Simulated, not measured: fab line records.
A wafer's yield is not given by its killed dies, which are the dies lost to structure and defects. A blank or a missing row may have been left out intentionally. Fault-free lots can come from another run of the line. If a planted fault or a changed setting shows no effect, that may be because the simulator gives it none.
Which tool is to blame? || flow sky130 || 13 lots, 39 wafers sampled, at 2 steps of a route of 708

WHAT EACH GAUGE READ, for each wafer
SKY_GATE_OXIDE_THK_MEAS_02. Usual: GATE_OXIDE_OXIDATION_00_THK typically reads 10.27 nm, with standard deviation 0.2.
{"lot": "L772", "measured": "day 12 14:40", "on": "film-metro-01", "GATE_OXIDE_OXIDATION_00_THK (nm)": "10.43 10.49 10.34", "flag": ""}
{"lot": "L773", "measured": "day 13 01:07", "on": "film-metro-01", "GATE_OXIDE_OXIDATION_00_THK (nm)": "10.25 10.40 10.17", "flag": ""}
{"lot": "L774", "measured": "day 13 17:35", "on": "film-metro-02", "GATE_OXIDE_OXIDATION_00_THK (nm)": "10.59 10.38 10.60", "flag": ""}
{"lot": "L775", "measured": "day 14 07:19", "on": "film-metro-01", "GATE_OXIDE_OXIDATION_00_THK (nm)": "10.41 10.54 10.52", "flag": ""}
{"lot": "L776", "measured": "day 14 13:25", "on": "film-metro-04", "GATE_OXIDE_OXIDATION_00_THK (nm)": "9.92 10.09 10.11", "flag": ""}
{"lot": "L777", "measured": "day 14 13:26", "on": "film-metro-01", "GATE_OXIDE_OXIDATION_00_THK (nm)": "10.48 10.53 10.41", "flag": ""}
{"lot": "L780", "measured": "day 15 14:35", "on": "film-metro-02", "GATE_OXIDE_OXIDATION_00_THK (nm)": "10.65 10.50 10.48", "flag": ""}
{"lot": "L781", "measured": "day 15 23:20", "on": "film-metro-01", "GATE_OXIDE_OXIDATION_00_THK (nm)": "10.29 10.31 10.21", "flag": ""}
{"lot": "L787", "measured": "day 17 19:38", "on": "film-metro-04", "GATE_OXIDE_OXIDATION_00_THK (nm)": "10.27 10.47 10.28", "flag": ""}
{"lot": "L791", "measured": "day 19 07:25", "on": "film-metro-02", "GATE_OXIDE_OXIDATION_00_THK (nm)": "10.08 9.98 10.19", "flag": ""}
{"lot": "L792", "measured": "day 19 13:41", "on": "film-metro-04", "GATE_OXIDE_OXIDATION_00_THK (nm)": "10.20 10.31 10.28", "flag": ""}
{"lot": "L794", "measured": "day 20 08:17", "on": "film-metro-02", "GATE_OXIDE_OXIDATION_00_THK (nm)": "10.13 10.24 10.23", "flag": ""}
{"lot": "L795", "measured": "day 20 18:42", "on": "film-metro-01", "GATE_OXIDE_OXIDATION_00_THK (nm)": "10.39 10.27 10.21", "flag": ""}

SKY_GATE_OXIDE_TW_MEAS_14. Usual: GATE_OXIDE_TW typically reads 225.6, with standard deviation 1.1.
{"lot": "L772", "measured": "day 13 16:14", "on": "film-metro-01", "GATE_OXIDE_TW": "226.2 226.3 227.6", "flag": ""}
{"lot": "L773", "measured": "day 14 02:34", "on": "film-metro-01", "GATE_OXIDE_TW": "224.2 226.1 225.6", "flag": ""}
{"lot": "L774", "measured": "day 14 20:22", "on": "film-metro-02", "GATE_OXIDE_TW": "225.2 225.5 225.7", "flag": ""}
{"lot": "L775", "measured": "day 15 10:12", "on": "film-metro-04", "GATE_OXIDE_TW": "224.4 226.2 226.5", "flag": ""}
{"lot": "L776", "measured": "day 15 17:17", "on": "film-metro-04", "GATE_OXIDE_TW": "224.3 224.8 225.2", "flag": ""}
{"lot": "L777", "measured": "day 15 16:52", "on": "film-metro-04", "GATE_OXIDE_TW": "225.5 224.3 224.6", "flag": ""}
{"lot": "L780", "measured": "day 16 17:52", "on": "film-metro-01", "GATE_OXIDE_TW": "225.3 226.2 225.8", "flag": ""}
{"lot": "L781", "measured": "day 17 03:49", "on": "film-metro-01", "GATE_OXIDE_TW": "223.7 224.5 222.8", "flag": ""}
{"lot": "L787", "measured": "day 19 02:01", "on": "film-metro-01", "GATE_OXIDE_TW": "225.7 225.4 225.3", "flag": ""}
{"lot": "L791", "measured": "day 20 14:11", "on": "film-metro-02", "GATE_OXIDE_TW": "227.1 226.2 227.2", "flag": ""}
{"lot": "L792", "measured": "day 20 20:55", "on": "film-metro-04", "GATE_OXIDE_TW": "225.7 226.1 224.6", "flag": ""}
{"lot": "L794", "measured": "day 21 15:49", "on": "film-metro-01", "GATE_OXIDE_TW": "224.4 225.9 226.1", "flag": ""}
{"lot": "L795", "measured": "day 22 02:04", "on": "film-metro-01", "GATE_OXIDE_TW": "225.2 226.4 224.8", "flag": ""}

WHICH TOOL RAN EACH LOT (tool, then ch and the chambers of the sampled wafers, then the start)
The record shows no process step preceding these readings.

WHAT THE TOOLS THEMSELVES READ (means of the sampled wafers that have a number; where no wafer has one, the mark that the record gives instead)
The record holds no such reading with a usual standard deviation.

THE ANSWER, worked out from the rows above alone
Rule: take the mean of a lot's wafers that have a number; if it is more than 3 standard deviations from the usual mean, the lot is off. A lot without any number at a reading at which 4 lots or more have one is off too. Where the step has rows for the other lots, those lots are counted as sound. First the gauges in route order, then the tools' own readings, where a lot's mean is used as printed above. The first step at which some lot is off is used, and at that step the reading that is off furthest; a lot without a number counts as furthest.
Nothing can be told from this: no lot is off at any reading shown.

WHAT WAS PUT IN BY THE SIMULATOR
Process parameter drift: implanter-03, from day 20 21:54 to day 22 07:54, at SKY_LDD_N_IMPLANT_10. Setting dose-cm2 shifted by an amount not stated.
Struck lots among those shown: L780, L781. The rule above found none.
